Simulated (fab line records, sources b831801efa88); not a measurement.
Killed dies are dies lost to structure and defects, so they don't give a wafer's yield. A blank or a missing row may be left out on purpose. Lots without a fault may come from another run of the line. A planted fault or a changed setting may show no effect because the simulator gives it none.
Chamber matching | flow gf180mcu | GF_V4_CMP_04 on cmp-01: 4 sister chambers
The step polishes SiO2. 19 wafers are shown with their chamber, then 9 later ones without.

WAFERS WITH THEIR CHAMBER
wafer  | chamber | motor_current_A (A) | retaining_ring_pressure_frac | time_to_endpoint_s (s)
L919.2 | 3       | 12.1                | 0.999                        | 85
L919.3 | 1       | 11.4                | 0.999                        | 79
L919.4 | 0       | 14.0                | 0.995                        | 82
L922.1 | 3       | 12.3                | 1.005                        | 82
L922.2 | 0       | 14.3                | 0.990                        | 82
L922.3 | 1       | 12.2                | 1.004                        | 83
L923.1 | 0       | 14.2                | 0.995                        | 83
L923.5 | 0       | 13.4                | 0.999                        | 83
L923.6 | 1       | 12.2                | 0.989                        | 87
L924.3 | 2       | 11.8                | 1.000                        | 85
L924.5 | 0       | 13.5                | 1.003                        | 85
L924.6 | 3       | 12.0                | 0.999                        | 85
L927.2 | 0       | 14.3                | 0.998                        | 97
L927.5 | 1       | 11.6                | 1.001                        | 85
L927.6 | 2       | 11.1                | 1.001                        | 79
L929.1 | 2       | 11.4                | 1.003                        | 76
L938.2 | 0       | 14.4                | 0.995                        | 77
L938.5 | 1       | 11.9                | 1.006                        | 85
L938.6 | 0       | 13.6                | 0.989                        | 79

SIGNATURES (means of the wafers above)
reading                      | chamber 0 | chamber 1 | chamber 2 | chamber 3 | scatter within a chamber
motor_current_A              | 13.963    | 11.860    | 11.433    | 12.133    | 0.36
retaining_ring_pressure_frac | 0.99550   | 0.99980   | 1.00133   | 1.00100   | 0.00484
time_to_endpoint_s           | 83.50     | 83.80     | 80.00     | 84.00     | 4.74
Rule: a wafer's distance from a chamber is the root of the sum, over the readings, of the square of ((its reading less the chamber's mean) divided by the reading's scatter). The wafer belongs to the nearest chamber; if the next one is less than 2 further off, it can't be placed. The scatter: the root of (the sum of the squares of (reading less its chamber's mean) over the shown wafers, divided by (wafers less chambers)).

WAFERS WITHOUT THEIR CHAMBER
wafer  | motor_current_A (A) | retaining_ring_pressure_frac | time_to_endpoint_s (s)
L939.1 | 10.7                | 0.992                        | 76
L939.3 | 13.4                | 0.999                        | 68
L939.4 | 11.4                | 1.001                        | 78
L941.1 | 13.8                | 0.999                        | 76
L941.3 | 11.4                | 1.001                        | 72
L941.6 | 13.9                | 0.992                        | 71
L942.1 | 13.4                | 1.000                        | 73
L942.2 | 11.9                | 0.999                        | 82
L942.6 | 11.8                | 0.999                        | 87

WHICH CHAMBER EACH WENT THROUGH
wafer  | from the rows above          | in truth
L939.1 | can't be placed: 2 or 1 or 3 | 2
L939.3 | can't be placed: 0 or 3 or 1 | 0
L939.4 | can't be placed: 2 or 1 or 3 | 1
L941.1 | 0                            | 0
L941.3 | can't be placed: 2 or 1 or 3 | 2
L941.6 | 0                            | 0
L942.1 | can't be placed: 0 or 3 or 1 | 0
L942.2 | can't be placed: 1 or 3 or 2 | 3
L942.6 | can't be placed: 1 or 3 or 2 | 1
Placed correctly: 2 of 9. Can't be placed from these rows: 7 (the true chamber is among the candidates in 7). Placed wrongly: 0.
